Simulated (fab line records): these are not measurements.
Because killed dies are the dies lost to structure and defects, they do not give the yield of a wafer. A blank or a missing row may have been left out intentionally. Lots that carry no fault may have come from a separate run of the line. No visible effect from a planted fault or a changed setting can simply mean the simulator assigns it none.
Chamber matching -- flow sky130 -- 4 sister chambers for SKY_VIA4_CMP_02 on cmp-02
The step polishes SiO2. 4 wafers are shown with their chamber, then 7 later ones without.

WAFERS WITH THEIR CHAMBER
wafer,chamber,motorCurrentA (A)
L287.2,3,11.8
L290.1,2,12.9
L297.2,1,12.6
L297.6,0,11.0

WAFERS WITHOUT THEIR CHAMBER
wafer,motorCurrentA (A)
L303.1,12.0
L303.2,13.2
L303.4,12.4
L302.2,10.8
L302.5,11.1
L301.1,11.3
L301.2,12.8

WHICH CHAMBER EACH WENT THROUGH
wafer,from the rows above,in truth
L303.1,can't be placed: 3 or 1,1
L303.2,can't be placed: 2 or 1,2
L303.4,can't be placed: 1 or 2 or 3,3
L302.2,0,0
L302.5,0,0
L301.1,can't be placed: 0 or 3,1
L301.2,can't be placed: 2 or 1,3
2 of 7 placed correctly. Not placeable from these rows: 5 (in 3, the candidates include the true chamber). 0 placed wrongly.
How it was worked out, from the rows above alone: a wafer's distance from a chamber is the root of the sum, over the readings, of the square of ((its reading less the chamber's mean) divided by the reading's scatter). The wafer belongs to the nearest chamber; if the next one is less than 2 further off, it can't be placed. For every chamber, the mean is computed from those of its wafers that are shown. The scatter: root of mean squared gap, hidden wafer to nearest shown wafer, with one shown wafer a chamber.
